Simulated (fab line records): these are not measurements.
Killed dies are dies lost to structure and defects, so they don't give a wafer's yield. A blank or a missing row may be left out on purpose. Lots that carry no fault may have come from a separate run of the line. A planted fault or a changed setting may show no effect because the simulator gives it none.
Split-lot trial + flow sfqLine + 23 wafers read across 5 lots, on a route 325 steps long

## THE SPLIT
At SFQ_TRILAYER_M5_BARC_OPEN_METAL_ETCH_161 (etches BARC in O2, target depth 125 nm, time 41.7 s), the setting timeS was moved away from the recipe's 41.7 s on 7 of the 23 wafers read, by -7.3% to +14.1%. All remaining wafers had this setting at the recipe value.

The reading comes from the split's own step.

## THE READING
KrF_of_TRILAYER_M5_LITHO_COAT_123.thkNm (the simulator's own value, which no gauge read), in nm, at SFQ_TRILAYER_M5_BARC_OPEN_METAL_ETCH_161 (etches BARC in O2, target depth 125 nm, time 41.7 s). No usual value for it is given in the file. Average 521.4 nm, standard deviation 1.7 nm, over the 16 wafers here run with the recipe.

| wafer  | tool, chamber at the split | timeS as run, s | against the recipe | KrF_of_TRILAYER_M5_LITHO_COAT_123.thkNm, nm | against lot-mates on the recipe |
|--------|----------------------------|-----------------|--------------------|---------------------------------------------|---------------------------------|
| L077.1 | rieMetal-03, 0             | 41.7            | recipe             | 519.2                                       | -                               |
| L077.2 | rieMetal-03, 1             | 41.7            | recipe             | 521.1                                       | -                               |
| L077.3 | rieMetal-03, 1             | 41.7            | recipe             | 521.1                                       | -                               |
| L082.1 | rieMetal-03, 1             | 38.67           | -7.3%              | 525.4                                       | +3.4                            |
| L082.2 | rieMetal-03, 0             | 41.7            | recipe             | 523.4                                       | -                               |
| L082.3 | rieMetal-03, 0             | 38.67           | -7.3%              | 525.3                                       | +3.2                            |
| L082.6 | rieMetal-03, 0             | 38.67           | -7.3%              | 525.3                                       | +3.2                            |
| L082.5 | rieMetal-03, 1             | 41.7            | recipe             | 520.7                                       | -                               |
| L083.1 | rieMetal-04, 1             | 44.76           | +7.3%              | 515.8                                       | -3.4                            |
| L083.2 | rieMetal-04, 0             | 41.7            | recipe             | 518.2                                       | -                               |
| L083.4 | rieMetal-04, 1             | 44.76           | +7.3%              | 517                                         | -2.2                            |
| L083.5 | rieMetal-04, 1             | 41.7            | recipe             | 520.4                                       | -                               |
| L083.6 | rieMetal-04, 0             | 41.7            | recipe             | 519.1                                       | -                               |
| L084.1 | rieMetal-03, 0             | 47.6            | +14.1%             | 517.3                                       | -4.5                            |
| L084.2 | rieMetal-03, 1             | 41.7            | recipe             | 521.8                                       | -                               |
| L084.3 | rieMetal-03, 0             | 41.7            | recipe             | 520                                         | -                               |
| L084.4 | rieMetal-03, 1             | 47.6            | +14.1%             | 515.1                                       | -6.7                            |
| L084.5 | rieMetal-03, 0             | 41.7            | recipe             | 523.5                                       | -                               |
| L085.1 | rieMetal-03, 0             | 41.7            | recipe             | 522.2                                       | -                               |
| L085.2 | rieMetal-03, 1             | 41.7            | recipe             | 523.8                                       | -                               |
| L085.3 | rieMetal-03, 0             | 41.7            | recipe             | 523                                         | -                               |
| L085.4 | rieMetal-03, 1             | 41.7            | recipe             | 522.5                                       | -                               |
| L085.5 | rieMetal-03, 0             | 41.7            | recipe             | 523.1                                       | -                               |

FIT RESULTS
A straight line over all 23 wafers: KrF_of_TRILAYER_M5_LITHO_COAT_123.thkNm changes by -0.462 nm for each +1% of timeS; r = -0.84; the points scatter about the line by 1.7 nm.
The same after taking each lot's own level away (the mean of its wafers on the recipe; 23 wafers): -0.408 nm for each +1%; r = -0.92; scatter 0.97 nm.
According to that fit, moving timeS by its largest amount changes the reading by 5.8 nm.
From 519.23 to 522.92 nm: that is the span of the lots' own levels, equal to 2.2 times the standard deviation above.
Thus the slope moves with the lot-to-lot level: the two fits are different.
Check: -6.27 nm against its lot-mates is what the line predicts for one of the wafers moved furthest among these (+14.1%) when that wafer is left out of the fit. It came out at -4.47 nm against them.

## THE OTHER SPLITS THESE WAFERS WENT THROUGH
Other splits were also applied to these wafers ahead of the reading. Each is held against what the fit with the lots' levels taken away leaves over:
| other split on the same wafers            | wafers away from the commonest value | r with KrF_of_TRILAYER_M5_LITHO_COAT_123.thkNm (lot level and that fit taken away) |
|-------------------------------------------|--------------------------------------|------------------------------------------------------------------------------------|
| SFQ_TRILAYER_JJ_CE_LITHO_PEB_117 pebTempC | 9                                    | +0.51                                                                              |

## FILE'S OWN FIT
KrF_of_TRILAYER_M5_LITHO_COAT_123.thkNm changes by -0.403 nm for each +1% of timeS, r = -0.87.
